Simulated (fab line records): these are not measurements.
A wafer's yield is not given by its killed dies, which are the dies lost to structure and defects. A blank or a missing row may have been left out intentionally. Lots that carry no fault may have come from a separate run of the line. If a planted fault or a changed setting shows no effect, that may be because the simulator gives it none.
Code-filled problem report in 8D (eight disciplines) form ; flow sky130 ; the parts of the form that need people (team, actions taken, sign-off) are left out

== 1. PROBLEM STATEMENT ==
Across 6 wafers from 2 lots, VT_ADJUST_LVTN_TW at SKY_VT_ADJUST_LVTN_TW_MEAS_10 averages 260.2, while fault-free wafers read 240.6 with a standard deviation of 1.2. Relative to the usual mean, that is a shift of +16 standard deviations.
Seen first at day 9 15:07 on filmMetro-02, wafer L452.1. The record has a number at this step for 36 wafers belonging to 12 lots. The rule behind "out" and "out of limits": a value lying over 4 standard deviations away from the usual mean. Any other wafer with a number is counted as sound.

== 2. WHAT IT IS AND WHAT IT IS NOT ==
question;is;is not
which readings at this step;VT_ADJUST_LVTN_TW;-
which lots;L452, L453;L443, L444, L447, L448, L450, L451, L462, L463, L464, L465
which wafers of those lots;all that have a number;-
read on which gauges;filmMetro-01, filmMetro-02;filmMetro-04
when;from day 9 15:07;"up to then (18 sound wafers); but 12 sound wafers of L462, L463, L464, L465 came after"

== 3. SUSPECTS, AND WHAT RULES EACH OUT ==
Counting: a tool stays on the suspect list if, at a process step up to the reading, it processed all lots that are out and no sound lot following the first of them.
- the gauge at SKY_VT_ADJUST_LVTN_TW_MEAS_10 has been ruled out. 2 gauges (filmMetro-01, filmMetro-02) read the wafers that are out.
- implanter-04 at SKY_VT_ADJUST_LVTN_IMPLANT_08: ruled out as a lasting fault. The sound lots L463, L464, L465 went through it after L452, its earliest lot that is out (day 9 14:52).
Left after counting: nothing in the record.

== 4. THE CAUSE (what the simulator had put in) ==
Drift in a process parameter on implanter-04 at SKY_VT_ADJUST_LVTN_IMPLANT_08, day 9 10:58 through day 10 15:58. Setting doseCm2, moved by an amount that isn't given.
Counting ruled it out, wrongly: the rule takes a fault to strike every lot that its tool runs from its start on, and this one did not.

== 5. THE CHAIN OF EFFECTS, in route order ==
One row per reading whose mean, taken over the struck wafers that have a number, lies over 3 standard deviations from the usual. Scope: only readings with a usual standard deviation given in the record; hours: median across lots of the time from each lot's start at the first step in this table that gives one to its start at this step; sigmas: change in usual standard deviations.
hours;step;reading;usual;on struck wafers;change;sigmas
0;SKY_VT_ADJUST_LVTN_IMPLANT_08;doseIonsCm2;1.5704e+12;2.0632e+12;+4.9283e+11;+99 or more
0;SKY_VT_ADJUST_LVTN_IMPLANT_08;faradayCurrentUA;8.87;11.49;+2.62;+15
0;SKY_VT_ADJUST_LVTN_TW_MEAS_10;VT_ADJUST_LVTN_TW;240.6;260.2;+19.7;+16
It contains these process steps:
- SKY_VT_ADJUST_LVTN_IMPLANT_08

== 6. WHAT WOULD HAVE CAUGHT IT SOONER ==
The first out-of-limits reading at a measuring or inspecting step in this record came at day 9 15:07, 4 hours after the fault's start at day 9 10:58.
At SKY_VT_ADJUST_LVTN_IMPLANT_08, the tool's own readings (doseIonsCm2, faradayCurrentUA) were out on each struck wafer the step has a row for, so an alarm limit on them would have fired on the first such wafer.
